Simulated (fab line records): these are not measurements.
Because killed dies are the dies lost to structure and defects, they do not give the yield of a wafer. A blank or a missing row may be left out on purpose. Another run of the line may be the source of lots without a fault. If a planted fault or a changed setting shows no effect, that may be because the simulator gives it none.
Comparing a struck lot with a sound one + flow sky130 + 27 out of 708 route steps
Sound: the wafers L528.2, L528.3, L528.5. The struck wafers were L533.4, L533.5, L533.6. The cause is given at the end.
Order at every step that has rows: each side's tool, ch and its chambers, its first start. Under that, the readings that differ: sound wafers + struck wafers + difference of the means + sigmas: that difference in standard deviations of wafers without a fault.
alike: readings whose means differ by less than 2 such deviations, and words and numbers that are the same on both sides. not compared: withheld readings, readings that some wafer has no value for, bounds like >300 that may hide the same value, and numbers for which the record gives no deviation and whose values overlap.
A row with sigmas, a row that says differs or no value, or rows on one side alone: a step with any of these is where the two part. Non-overlapping numbers with no deviation appear without sigmas and do not part them. Lack of a reading on every wafer of one side parts them only where that side has two or more wafers.

first, 10 steps without rows for these wafers: SKY_VIA1_ETCH_15 (etches SiO2 in C4F8/O2/Ar, stops on TiN, target depth 351 nm, time 54 s); SKY_VIA1_STRIP_16 (strips in O2/N2); SKY_VIA1_STRIP_17 (strips in post etch residue remover, time 1200 s); SKY_VIA1_CLEAN_18 (cleans in IPA, time 180 s); SKY_VIA1_CLEAN_19 (cleans in O3/DIW); SKY_VIA1_SPUTTER_20 (material TiN, target thk 20 nm, time 80 s); SKY_VIA1_CVD_21 (deposits W, target thk 270 nm, time 80.902 s); SKY_VIA1_CMP_24 (polishes, stops on SiO2, t overpolish 15 s, target thk 0 nm); SKY_METAL2_SPUTTER_00 (material Ti, target thk 15 nm, time 10 s); SKY_METAL2_SPUTTER_01 (material TiN, target thk 20 nm, time 16.7 s).
SKY_METAL2_SPUTTER_02: material AlCu, target thk 250 nm, time 13.3 s.
  sound: pvd sputter-01 at day 36 09:01; struck: pvd sputter-01 at day 39 19:54
  alike: throttle valve pct
then, 2 steps without rows for these wafers: SKY_METAL2_SPUTTER_03 (material Ti, target thk 5 nm, time 3.3 s); SKY_METAL2_SPUTTER_04 (material TiN, target thk 70 nm, time 58.3 s).
SKY_METAL2_RS_MEAS_05: measurement is done with a four-point probe.
  sound: film metro-02 at day 36 09:07; struck: film metro-02 at day 39 20:20
| reading                 | sound                | struck               | difference | sigmas |
|-------------------------|----------------------|----------------------|------------|--------|
| METAL2_ALCU_RS (ohm/sq) | 0.1253 0.1251 0.1247 | 0.1738 0.1743 0.1722 | +0.0484    | +30    |
  not compared: hold
SKY_METAL2_THK_MEAS_06: measures by xrf.
  sound: film metro-02 at day 36 09:14; struck: film metro-02 at day 40 02:11
| reading              | sound       | struck      | difference | sigmas |
|----------------------|-------------|-------------|------------|--------|
| METAL2_ALCU_THK (nm) | 249 248 249 | 199 198 199 | -50        | -14    |
  not compared: hold
then, 9 steps without rows for these wafers: SKY_METAL2_HMDS_08 (prime time 60 s); SKY_METAL2_COAT_09 (resist thk 60 nm); SKY_METAL2_COAT_10 (resist thk 450 nm); SKY_METAL2_SOFTBAKE_11 (time 90 s); SKY_METAL2_EXPOSE_12 (exposes mask MM2, target cd 140 nm); SKY_METAL2_PEB_13; SKY_METAL2_DEVELOP_14 (develop time 60 s); SKY_METAL2_DESCUM_17 (chemistry O2, time 8 s); SKY_METAL2_ETCH_18 (etches BARC in N2/H2, stops on SiO2, time 45.9 s, target depth 60 nm).
SKY_METAL2_METAL_ETCH_19: etches the open film in Cl2/BCl3, stops on SiO2, target depth 360 nm, time 78 s.
  sound on rie metal-01 ch 0,1, day 37 10:38; struck on rie metal-01 ch 0,1, day 40 20:23
| reading               | sound             | struck            | difference | sigmas |
|-----------------------|-------------------|-------------------|------------|--------|
| oes product au (a.u.) | 0.856 0.868 0.861 | 0.796 0.791 0.787 | -0.070     | -12    |
  alike: drypump motor current A, throttle valve pct
  not compared: rf hours counter h
then, 1 step without rows for these wafers: SKY_METAL2_STRIP_20 (strips in O2/N2).
-- the record jumps here: 9 days lie between the struck wafers' starts before and after (it left off in module METAL2 and takes up again in module PAD_OPEN, whose first step shown is number 708 of the route) --
SKY_PAD_OPEN_PROBE_99:
  sound: prober-01 at day 49 15:06; struck: prober-01 at day 50 04:37
| reading                                    | sound                        | struck                  | difference | sigmas |
|--------------------------------------------|------------------------------|-------------------------|------------|--------|
| killed_at_M4_up                            | 5 5 3                        | 1 0 1                   | -4         | -2     |
| model.etest.met2.rs ohm sq rim less centre | 0.00142 -0.002178 -0.0004971 | 0.04359 0.04621 0.04266 | +0.04457   |        |
  alike: defect limited yield, killed_at_M0_to_M3, killed at contacts, killed at front end, killed at other, killed dies, killed open, killed short, sort_bin_3_pad_short, sort_bin_5_function, sort_bin_6_memory, sort n pass, sort yield pct

## WHERE THEY PART
Earliest at SKY_METAL2_RS_MEAS_05; latest, in this record, at SKY_PAD_OPEN_PROBE_99.

WHY: what had been put in by the simulator
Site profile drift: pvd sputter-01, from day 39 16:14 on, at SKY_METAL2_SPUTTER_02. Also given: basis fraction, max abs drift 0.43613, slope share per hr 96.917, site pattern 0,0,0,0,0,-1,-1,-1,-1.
